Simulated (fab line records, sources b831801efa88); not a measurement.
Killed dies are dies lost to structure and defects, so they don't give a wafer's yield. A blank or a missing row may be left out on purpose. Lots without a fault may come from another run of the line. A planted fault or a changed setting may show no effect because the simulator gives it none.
A struck lot beside a sound one | flow sky130 | 28 steps out of a route of 708
Sound: wafers L298.2, L298.5, L298.6. Struck: wafers L289.4, L289.5, L289.6. The cause comes at the end.
At each step with rows: each side's tool, then ch and its chambers, then its first start. Under that, the readings that differ: sound wafers | struck wafers | difference of the means | sigmas: that difference in standard deviations of wafers without a fault.
alike: readings whose means differ by less than 2 such deviations, and words and numbers that are the same on both sides. not compared: withheld readings, readings that some wafer has no value for, bounds like >300 that may hide the same value, and numbers for which the record gives no deviation and whose values overlap.
The two part at a step that has a row with sigmas, a row that says differs or no value, or rows on one side only. Numbers that don't overlap but have no deviation are shown without sigmas and don't part them. A reading that every wafer of one side lacks parts them only if that side has two wafers or more.

SKY_SD_P_OVL_MEAS_08:
  sound on overlay-01, day 31 06:38; struck on overlay-01, day 27 23:34
  alike: SD_P_OVL
then, 1 step without rows for these wafers: SKY_SD_P_IMPLANT_09.
SKY_SD_P_STRIP_10: strips in O2/N2.
  sound on plasma_asher-04 ch 0,1, day 31 06:49; struck on plasma_asher-03 ch 0,1, day 27 23:46
  alike: chamber_pressure_mTorr, drypump_motor_current_A, n2_flow_sccm, o2_flow_sccm, oes_product_au, strip_time_to_endpoint_s
  not compared: rf_hours_counter_h
SKY_SD_P_TW_MEAS_11:
  sound on film_metro-01, day 31 06:56; struck on film_metro-02, day 27 23:51
  alike: SD_P_TW
then, 8 steps without rows for these wafers: SKY_RES_XHIGH_DEHYDRATE_00 (time 60 s); SKY_RES_XHIGH_HMDS_01 (prime time 60 s); SKY_RES_XHIGH_COAT_02 (resist thk 1140 nm); SKY_RES_XHIGH_SOFTBAKE_03 (time 60 s); SKY_RES_XHIGH_EXPOSE_04 (exposes mask URPM, target cd 1270 nm); SKY_RES_XHIGH_PEB_05; SKY_RES_XHIGH_DEVELOP_06 (develop time 60 s); SKY_RES_XHIGH_IMPLANT_07.
SKY_RES_XHIGH_STRIP_08: strips in O2/N2.
  sound on plasma_asher-01 ch 0,1, day 32 09:37; struck on plasma_asher-01 ch 0,1, day 29 04:25
  no value came back on the struck wafers for any of 6 readings (chamber_pressure_mTorr (mTorr), drypump_motor_current_A (A) and others); on the sound wafers chamber_pressure_mTorr (mTorr) reads 1499.5 1500.8 1498.9
  reading                                        | sound | struck         | difference | sigmas
  model.NOVOLAK_of_RES_XHIGH_COAT_02.thk_nm (nm) | 0 0 0 | 1142 1140 1146 | +1143      |
  not compared: rf_hours_counter_h
SKY_RES_XHIGH_TW_MEAS_09:
  sound on film_metro-01, day 32 09:44; struck on film_metro-01, day 29 04:31
  alike: RES_XHIGH_TW
then, 7 steps without rows for these wafers: SKY_SD_N_DEHYDRATE_00 (time 60 s); SKY_SD_N_HMDS_01 (prime time 60 s); SKY_SD_N_COAT_02 (resist thk 1140 nm); SKY_SD_N_SOFTBAKE_03 (time 60 s); SKY_SD_N_EXPOSE_04 (exposes mask NSDM, target cd 380 nm); SKY_SD_N_PEB_05; SKY_SD_N_DEVELOP_06 (develop time 60 s).
SKY_SD_N_CD_MEAS_07: target cd 380 nm.
  sound on cd_sem-02, day 33 11:20; struck on cd_sem-01, day 30 07:44
  alike: cd_nm
SKY_SD_N_OVL_MEAS_08:
  sound on overlay-02, day 33 11:26; struck on overlay-01, day 30 07:49
  alike: SD_N_OVL
then, 2 steps without rows for these wafers: SKY_SD_N_IMPLANT_09; SKY_SD_N_IMPLANT_10.
SKY_SD_N_STRIP_11: strips in O2/N2.
  sound on plasma_asher-04 ch 0,1, day 33 11:46; struck on plasma_asher-04 ch 0,1, day 30 08:10
  reading                      | sound             | struck            | difference | sigmas
  n2_flow_sccm (sccm)          | 302.5 300.7 302.1 | 299.4 300.1 299.2 | -2.2       | -2
  oes_product_au (a.u.)        | 0.525 0.530 0.524 | 0.615 0.614 0.613 | +0.088     | +20
  strip_time_to_endpoint_s (s) | 22.47 22.52 22.50 | 39.49 39.43 39.53 | +16.99     | +99 or more
  alike: chamber_pressure_mTorr, drypump_motor_current_A, o2_flow_sccm
  not compared: rf_hours_counter_h
SKY_SD_N_TW_MEAS_12:
  sound on film_metro-04, day 33 11:53; struck on film_metro-04, day 30 08:16
  reading | sound          | struck   | difference | sigmas
  SD_N_TW | 4001 3998 3999 | 30 30 30 | -3969      | -99 or more
then, 1 step without rows for these wafers: SKY_SD_N_CLEAN_13 (cleans in SC1/SC2, time 150 s).

WHERE THEY PART
First at SKY_RES_XHIGH_STRIP_08; last, within this record, at SKY_SD_N_TW_MEAS_12.

WHY: what the simulator had put in
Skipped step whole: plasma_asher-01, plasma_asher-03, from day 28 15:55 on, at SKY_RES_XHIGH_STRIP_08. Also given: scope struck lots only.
